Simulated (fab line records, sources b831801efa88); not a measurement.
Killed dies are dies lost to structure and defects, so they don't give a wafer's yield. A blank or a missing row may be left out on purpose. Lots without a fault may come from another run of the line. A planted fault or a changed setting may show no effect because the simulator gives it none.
Tool commonality check | flow sky130 | 13 lots, 48 wafers sampled

WHY IT WAS OPENED
At SKY_VIA4_RS_MEAS_19 the reading VIA4_W_RS is flagged on 3 of 13 lots. Wafers without a fault read 0.2267 ohm/sq, standard deviation 0.0022.
Rule: a lot is flagged when every wafer of it that has a number lies more than 4 standard deviations from that mean, or none has a number. The other lots count as sound.

lot  | measured     | on            | VIA4_W_RS (ohm/sq), wafer by wafer        | flag
L190 | day 42 20:54 | film_metro-01 | 0.2272 0.2260 0.2291                      |
L191 | day 43 04:37 | film_metro-04 | 0.2251 0.2250 0.2244                      |
L193 | day 43 18:08 | film_metro-04 | 0.2259 0.2251 0.2240                      |
L194 | day 43 23:56 | film_metro-03 | 0.2268 0.2273 0.2252                      |
L195 | day 44 03:16 | film_metro-03 | 0.2271 0.2258 0.2265                      |
L198 | day 45 09:03 | film_metro-03 | 0.2248 0.2258 0.2240                      |
L201 | day 46 05:25 | film_metro-03 | 0.2279 0.2298 0.2272                      |
L203 | day 46 11:43 | film_metro-03 | 0.2252 0.2287 0.2244                      |
L204 | day 46 11:59 | film_metro-04 | 0.2327 0.2306 0.2313                      |
L208 | day 47 16:01 | film_metro-04 | 0.1142 0.1125 0.1139 0.1139 0.1129 0.1143 | FLAGGED
L209 | day 48 08:01 | film_metro-03 | 0.1121 0.1112 0.1117 0.1122 0.1111 0.1115 | FLAGGED
L212 | day 48 13:11 | film_metro-03 | 0.1125 0.1124 0.1136 0.1126 0.1125 0.1135 | FLAGGED
L213 | day 48 14:45 | film_metro-04 | 0.2261 0.2285 0.2275                      |
The numbers of the flagged lots are 0.1127 ohm/sq on average: -0.1140 ohm/sq against the usual, or -52 standard deviations.

WHICH TOOL RAN EACH LOT
The record holds 3 process steps before the reading, out of a route of 708 steps. In each cell: the tool, then ch and the chambers that the sampled wafers went through, then the start.
lot  | flag    | SKY_METAL4_SPUTTER_02        | SKY_METAL4_DESCUM_15              | SKY_VIA4_CVD_18
L190 |         | pvd_sputter-04, day 39 16:58 | rie_metal-01 ch 0,1, day 41 18:23 | cvd_w-01 ch 0,1, day 42 20:44
L191 |         | pvd_sputter-02, day 40 01:47 | rie_metal-02 ch 0,1, day 42 02:49 | cvd_w-01 ch 0,1, day 43 04:26
L193 |         | pvd_sputter-02, day 40 16:15 | rie_metal-02 ch 1, day 42 16:58   | cvd_w-01 ch 0,1, day 43 17:58
L194 |         | pvd_sputter-04, day 40 23:12 | rie_metal-04 ch 0, day 42 22:59   | cvd_w-01 ch 0,1, day 43 23:47
L195 |         | pvd_sputter-02, day 41 02:41 | rie_metal-04 ch 0,1, day 43 02:58 | cvd_w-01 ch 0,1, day 44 03:06
L198 |         | pvd_sputter-03, day 42 11:08 | rie_metal-01 ch 0,1, day 44 09:16 | cvd_w-02 ch 0,1, day 45 08:54
L201 |         | pvd_sputter-02, day 43 08:45 | rie_metal-01 ch 0, day 45 05:52   | cvd_w-01 ch 0, day 46 05:15
L203 |         | pvd_sputter-02, day 43 15:42 | rie_metal-04 ch 0,1, day 45 12:02 | cvd_w-01 ch 0,1, day 46 11:33
L204 |         | pvd_sputter-03, day 43 16:43 | rie_metal-04 ch 0,1, day 45 12:49 | cvd_w-02 ch 0, day 46 11:50
L208 | FLAGGED | pvd_sputter-02, day 44 22:02 | rie_metal-01 ch 0,1, day 46 17:00 | cvd_w-02 ch 0,1, day 47 15:33
L209 | FLAGGED | pvd_sputter-04, day 45 16:07 | rie_metal-01 ch 0,1, day 47 09:49 | cvd_w-01 ch 0,1, day 48 07:25
L212 | FLAGGED | pvd_sputter-02, day 45 21:36 | rie_metal-04 ch 0,1, day 47 15:11 | cvd_w-01 ch 0,1, day 48 12:42
L213 |         | pvd_sputter-02, day 46 00:25 | rie_metal-02 ch 0,1, day 47 17:34 | cvd_w-02 ch 1, day 48 14:35
What these steps do:
- SKY_METAL4_SPUTTER_02: material AlCu, target thk 735 nm, time 39.1 s.
- SKY_METAL4_DESCUM_15: chemistry O2, time 8 s.
- SKY_VIA4_CVD_18: deposits W, target thk 505 nm, time 152.14 s.
- SKY_VIA4_RS_MEAS_19: measures by four-point-probe.

FLAGGED OVER TOTAL, TOOL BY TOOL (the gauges that took the reading come last)
step                  | tool           | lots run | flagged | share of the flagged lots | sound lots run after its first flagged lot
SKY_METAL4_SPUTTER_02 | pvd_sputter-02 | 8        | 2       | some                      | 1 (L213)
SKY_METAL4_SPUTTER_02 | pvd_sputter-03 | 2        | 0       | none                      | -
SKY_METAL4_SPUTTER_02 | pvd_sputter-04 | 3        | 1       | some                      | 0
SKY_METAL4_DESCUM_15  | rie_metal-01   | 5        | 2       | some                      | 0
SKY_METAL4_DESCUM_15  | rie_metal-02   | 3        | 0       | none                      | -
SKY_METAL4_DESCUM_15  | rie_metal-04   | 5        | 1       | some                      | 0
SKY_VIA4_CVD_18       | cvd_w-01       | 9        | 2       | some                      | 0
SKY_VIA4_CVD_18       | cvd_w-02       | 4        | 1       | some                      | 1 (L213)
SKY_VIA4_RS_MEAS_19   | film_metro-01  | 1        | 0       | none                      | -
SKY_VIA4_RS_MEAS_19   | film_metro-03  | 7        | 2       | some                      | 0
SKY_VIA4_RS_MEAS_19   | film_metro-04  | 5        | 1       | some                      | 1 (L213)

WHAT THE TABLE ALLOWS
No row of the table ran every flagged lot.

WHAT THE SIMULATOR HAD PUT IN
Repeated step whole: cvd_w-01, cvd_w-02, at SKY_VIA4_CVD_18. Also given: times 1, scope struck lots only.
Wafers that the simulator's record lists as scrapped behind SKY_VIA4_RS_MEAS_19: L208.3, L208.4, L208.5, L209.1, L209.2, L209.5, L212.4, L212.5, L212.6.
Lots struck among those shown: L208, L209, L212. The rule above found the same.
